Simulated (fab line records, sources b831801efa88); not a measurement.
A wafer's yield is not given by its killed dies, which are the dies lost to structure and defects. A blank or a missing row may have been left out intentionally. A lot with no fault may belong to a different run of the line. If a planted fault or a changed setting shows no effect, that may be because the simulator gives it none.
Problem report in the 8D (eight disciplines) form, filled by code | flow sky130 | the parts of the form that need people (team, actions taken, sign-off) are left out

== 1. WHAT IS WRONG ==
At SKY_PAD_OPEN_PROBE_99, killed_at_M0_to_M3 averages 87 over 6 wafers from 2 lots, while fault-free wafers read 42, standard deviation 6.6. That puts it +6.8 standard deviations away from the usual mean.
Earliest sighting: wafer L888.1 on prober-02 at day 48 02:13. The record has a number at this step for 6 wafers belonging to 2 lots. Rule for "out", or "out of limits": more than 4 standard deviations from the usual mean. All remaining wafers that have a number are taken as sound.

== 2. WHAT IT IS AND WHAT IT IS NOT ==
question                    | is                     | is not
which readings at this step | killed_at_M0_to_M3     | killed_at_M4_up, killed at front end, killed open
which lots                  | L888, L890             | -
which wafers of those lots  | all that have a number | -
read on which tools         | prober-02              | -
when                        | from day 48 02:13      | up to then (0 sound wafers)

== 3. WHAT RULES OUT EACH SUSPECT ==
Counting: a tool at any process step up to the reading remains a suspect when it ran all the lots that are out and ran no sound lot after the first of those.
- rie metal-03 at SKY_METAL1_METAL_ETCH_19 (etches the open film in Cl2/BCl3, stops on SiO2, target depth 360 nm, time 78 s): kept. It ran every lot that is out, first L888 (day 35 18:02), and no sound lot after that.
- prober-02 at SKY_PAD_OPEN_PROBE_99: kept. It ran every lot that is out, first L888 (day 48 02:13), and no sound lot after that. On those wafers its own readings are out: killed_at_M0_to_M3.
After counting, rie metal-03 at SKY_METAL1_METAL_ETCH_19 and prober-02 at SKY_PAD_OPEN_PROBE_99 remain.

== 4. THE CAUSE (what the simulator had put in) ==
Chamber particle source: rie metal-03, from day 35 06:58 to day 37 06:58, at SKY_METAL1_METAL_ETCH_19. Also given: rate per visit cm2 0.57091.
This tool is one of the 2 suspects left after counting.

== 5. THE EFFECT CHAIN, in route order ==
Rows list readings where the struck wafers' mean (over those with a number) sits beyond 3 standard deviations from the usual. Scope: only readings with a usual standard deviation given in the record; hours: median across lots of the time from each lot's start at the first step in this table that gives one to its start at this step; sigmas: change in usual standard deviations.
hours | step                  | reading              | usual  | on struck wafers | change | sigmas
0     | SKY_PAD_OPEN_PROBE_99 | defect limited yield | 83.0 % | 74.2             | -8.8   | -4.9
0     | SKY_PAD_OPEN_PROBE_99 | killed_at_M0_to_M3   | 42     | 87               | +45    | +6.8
0     | SKY_PAD_OPEN_PROBE_99 | killed dies          | 83     | 127              | +44    | +4.9
0     | SKY_PAD_OPEN_PROBE_99 | sort_bin_5_function  | 10.0 % | 16.6             | +6.6   | +4.4
0     | SKY_PAD_OPEN_PROBE_99 | sort n pass          | 409    | 365              | -44    | -4.9
0     | SKY_PAD_OPEN_PROBE_99 | sort yield pct       | 83.0 % | 74.2             | -8.8   | -4.9
The process steps in it:
- SKY_PAD_OPEN_PROBE_99

== 6. HOW IT WOULD HAVE BEEN CAUGHT EARLIER ==
In this record the first reading out of limits was taken at day 48 02:13, 307 hours after the fault began at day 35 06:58.
No tool reading at SKY_METAL1_METAL_ETCH_19 that has a usual standard deviation in the record was out on any struck wafer, so an alarm limit of 4 standard deviations on those readings would not have fired.
By day 48 02:13 the whole set of lots that are out, 2 in number, had already begun SKY_METAL1_METAL_ETCH_19 on rie metal-03. Tool hold at that time: it would have spared none of them.
